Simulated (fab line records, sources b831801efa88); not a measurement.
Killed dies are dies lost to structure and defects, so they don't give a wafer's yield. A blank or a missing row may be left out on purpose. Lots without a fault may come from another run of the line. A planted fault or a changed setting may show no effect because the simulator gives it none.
A struck lot beside a sound one | flow sfq_line | 42 steps out of a route of 325
Sound: wafers L596.1, L596.3, L596.6. Struck: wafer L603.6. (L603.1, L603.2 of the same lot were not struck and are left out.) The cause comes at the end.
At each step with rows: each side's tool, then ch and its chambers, then its first start. Under that, the readings that differ: sound wafers | struck wafers | difference of the means | sigmas: that difference in standard deviations of wafers without a fault.
alike: readings whose means differ by less than 2 such deviations, and words and numbers that are the same on both sides. not compared: withheld readings, readings that some wafer has no value for, bounds like >300 that may hide the same value, and numbers for which the record gives no deviation and whose values overlap.
The two part at a step that has a row with sigmas, a row that says differs or no value, or rows on one side only. Numbers that don't overlap but have no deviation are shown without sigmas and don't part them. A reading that every wafer of one side lacks parts them only if that side has two wafers or more.

first, 6 steps without rows for these wafers: SFQ_TRILAYER_M6_LITHO_COAT_164 (resist thk 62 nm); SFQ_TRILAYER_M6_LITHO_COAT_159 (resist thk 600 nm); SFQ_TRILAYER_M6_LITHO_SOFTBAKE_163; SFQ_TRILAYER_M6_LITHO_EXPOSE_160 (exposes mask M6, target cd 500 nm); SFQ_TRILAYER_M6_LITHO_PEB_162 (peb time 60 s); SFQ_TRILAYER_M6_LITHO_DEVELOP_161 (time 60 s).
SFQ_M6_OVL_MEAS_940:
  sound on overlay-02, day 71 22:57; struck on overlay-02, day 73 10:57
  alike: M6_OVL
SFQ_TRILAYER_M6_BARC_OPEN_METAL_ETCH_206: etches BARC in O2, target depth 125 nm, time 41.7 s.
  sound on rie_metal-03 ch 0, day 71 22:59; struck on rie_metal-01 ch 1, day 73 10:59
  alike: drypump_motor_current_A, oes_product_au
  not compared: rf_hours_counter_h
then, 3 steps without rows for these wafers: SFQ_TRILAYER_M6_ETCH_METAL_ETCH_162 (etches Nb in Cl2/Ar, stops on SiO2, target depth 240 nm, time 120 s); SFQ_TRILAYER_M6_STRIP_STRIP_163 (strips in O2); SFQ_TRILAYER_M6_STRIP_SOLV_CLEAN_164 (cleans in NMP, time 600 s).
SFQ_TRILAYER_I6_DEP_PECVD_165: deposits SiO2 from SiH4/N2O, time 111.11 s, target thk 500 nm.
  sound on pecvd-04 ch 0,2, day 71 23:57; struck on pecvd-03 ch 1, day 73 11:57
  alike: heater_power_w, throttle_valve_pct
SFQ_TRILAYER_I6_CMP_CMP_166: polishes SiO2.
  sound on cmp-02 ch 0,3, day 72 00:40; struck on cmp-02 ch 1, day 73 17:28
  reading                                             | sound         | struck | difference | sigmas
  time_to_endpoint_s (s)                              | 216 200 203   | 282    | +76        | +8
  model.SiO2_of_TRILAYER_I6_DEP_PECVD_165.thk_nm (nm) | 200.5 198 199 | 306.5  | +107.3     |
  alike: head_pressure_psi, motor_current_A
SFQ_I6_BOW_MEAS_941:
  sound on film_metro-04, day 72 03:40; struck on film_metro-04, day 73 18:32
  alike: I6_BOW
SFQ_TRILAYER_I6_METRO_MEASURE_167:
  sound on film_metro-04, day 72 03:47; struck on film_metro-04, day 73 18:40
  reading     | sound             | struck | difference | sigmas
  thk_nm (nm) | 200.4 197.9 199.0 | 306.5  | +107.4     | +90
then, 6 steps without rows for these wafers: SFQ_TRILAYER_I6_VIA_LITHO_COAT_174 (resist thk 62 nm); SFQ_TRILAYER_I6_VIA_LITHO_COAT_169 (resist thk 650 nm); SFQ_TRILAYER_I6_VIA_LITHO_SOFTBAKE_173; SFQ_TRILAYER_I6_VIA_LITHO_EXPOSE_170 (exposes mask I6, target cd 700 nm); SFQ_TRILAYER_I6_VIA_LITHO_PEB_172 (peb time 60 s); SFQ_TRILAYER_I6_VIA_LITHO_DEVELOP_171 (time 60 s).
SFQ_I6_OVL_MEAS_942:
  sound on overlay-02, day 73 20:33; struck on overlay-02, day 74 14:33
  alike: I6_OVL
then, 1 step without rows for these wafers: SFQ_TRILAYER_I6_VIA_BARC_OPEN_VIA_ETCH_235 (etches BARC in O2, target depth 125 nm, time 41.7 s).
SFQ_TRILAYER_I6_VIA_ETCH_VIA_ETCH_172: etches SiO2 in CHF3, stops on Nb, target depth 260 nm.
  sound on rie_diel-04 ch 0,3, day 73 20:38; struck on rie_diel-01 ch 0, day 74 14:38
  reading                        | sound             | struck | difference | sigmas
  oes_product_au (a.u.)          | 0.858 0.848 0.850 | 0.990  | +0.138     | +27
  model.I6.feature_depth_nm (nm) | 200.5 198 199     | 257.1  | +57.9      |
  model.etch.depth_nm (nm)       | 200.5 198 199     | 257.1  | +57.9      |
  alike: drypump_motor_current_A
SFQ_TRILAYER_I6_VIA_STRIP_STRIP_173: strips in O2.
  sound on rie_metal-04 ch 0, day 73 20:44; struck on rie_metal-02 ch 0, day 74 14:44
  alike: drypump_motor_current_A, oes_product_au
  not compared: rf_hours_counter_h
then, 1 step without rows for these wafers: SFQ_TRILAYER_I6_VIA_STRIP_SOLV_CLEAN_174 (cleans in NMP, time 600 s).
SFQ_TRILAYER_M7_DEP_PRE_CLEAN_176: time 22.5 s.
  sound on pvd_sputter-05, day 73 21:31; struck on pvd_sputter-04, day 74 15:41
  reading                                             | sound           | struck | difference | sigmas
  model.SiO2_of_TRILAYER_I6_DEP_PECVD_165.thk_nm (nm) | 193 190.5 191.5 | 299    | +107       |
then, 1 step without rows for these wafers: SFQ_TRILAYER_M7_DEP_SPUTTER_175 (material Nb, target thk 200 nm, time 133.3 s).
SFQ_M7_RS_MEAS_943: measures by four-point-probe.
  sound on film_metro-03, day 73 21:38; struck on film_metro-03, day 74 15:49
  reading           | sound             | struck | difference | sigmas
  M7_NB_RS (ohm/sq) | 0.908 0.913 0.910 | 0.876  | -0.034     | -3
then, 6 steps without rows for these wafers: SFQ_TRILAYER_M7_LITHO_COAT_182 (resist thk 62 nm); SFQ_TRILAYER_M7_LITHO_COAT_177 (resist thk 600 nm); SFQ_TRILAYER_M7_LITHO_SOFTBAKE_181; SFQ_TRILAYER_M7_LITHO_EXPOSE_178 (exposes mask M7, target cd 500 nm); SFQ_TRILAYER_M7_LITHO_PEB_180 (peb time 60 s); SFQ_TRILAYER_M7_LITHO_DEVELOP_179 (time 60 s).
-- the record jumps here: 4 days lie between the struck wafers' starts before and after --
SFQ_M7_OVL_MEAS_945:
  sound on overlay-01, day 77 09:47; struck on overlay-01, day 78 04:59
  alike: M7_OVL
SFQ_TRILAYER_M7_BARC_OPEN_METAL_ETCH_229: etches BARC in O2, target depth 125 nm, time 41.7 s.
  sound on rie_metal-02 ch 0,1, day 77 09:49; struck on rie_metal-01 ch 0, day 78 05:01
  reading                     | sound       | struck | difference | sigmas
  drypump_motor_current_A (A) | 6.3 6.5 6.3 | 5.3    | -1.1       | -2
  alike: oes_product_au
  not compared: rf_hours_counter_h
SFQ_TRILAYER_M7_ETCH_METAL_ETCH_180: etches Nb in Cl2/Ar, stops on SiO2, target depth 240 nm, time 120 s.
  sound on rie_metal-02 ch 0,1, day 77 09:52; struck on rie_metal-01 ch 0, day 78 05:04
  reading                     | sound             | struck | difference | sigmas
  drypump_motor_current_A (A) | 6.3 6.5 6.3       | 5.3    | -1.1       | -2
  oes_product_au (a.u.)       | 0.887 0.879 0.886 | 0.903  | +0.019     | +2
  not compared: rf_hours_counter_h
then, 3 steps without rows for these wafers: SFQ_TRILAYER_M7_STRIP_STRIP_181 (strips in O2); SFQ_TRILAYER_M7_STRIP_SOLV_CLEAN_182 (cleans in NMP, time 600 s); SFQ_TRILAYER_I7_DEP_PECVD_183 (deposits SiO2 from SiH4/N2O, time 111.11 s, target thk 500 nm).
SFQ_M8_BOW_MEAS_951:
  sound on film_metro-02, day 78 05:09; struck on film_metro-04, day 78 21:11
  reading                 | sound            | struck | difference | sigmas
  model.etest.i6.link_ohm | 1.91 1.919 1.908 | 1e+06  | +1e+06     |
  alike: M8_BOW

WHERE THEY PART
First at SFQ_TRILAYER_I6_CMP_CMP_166; last, within this record, at SFQ_TRILAYER_M7_ETCH_METAL_ETCH_180. Later steps at which nothing parts them and some readings are alike: SFQ_M8_BOW_MEAS_951.

WHY: what the simulator had put in
Process parameter drift: cmp-02, from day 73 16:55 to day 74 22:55, at SFQ_TRILAYER_I6_CMP_CMP_166. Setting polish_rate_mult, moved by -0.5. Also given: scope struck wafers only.
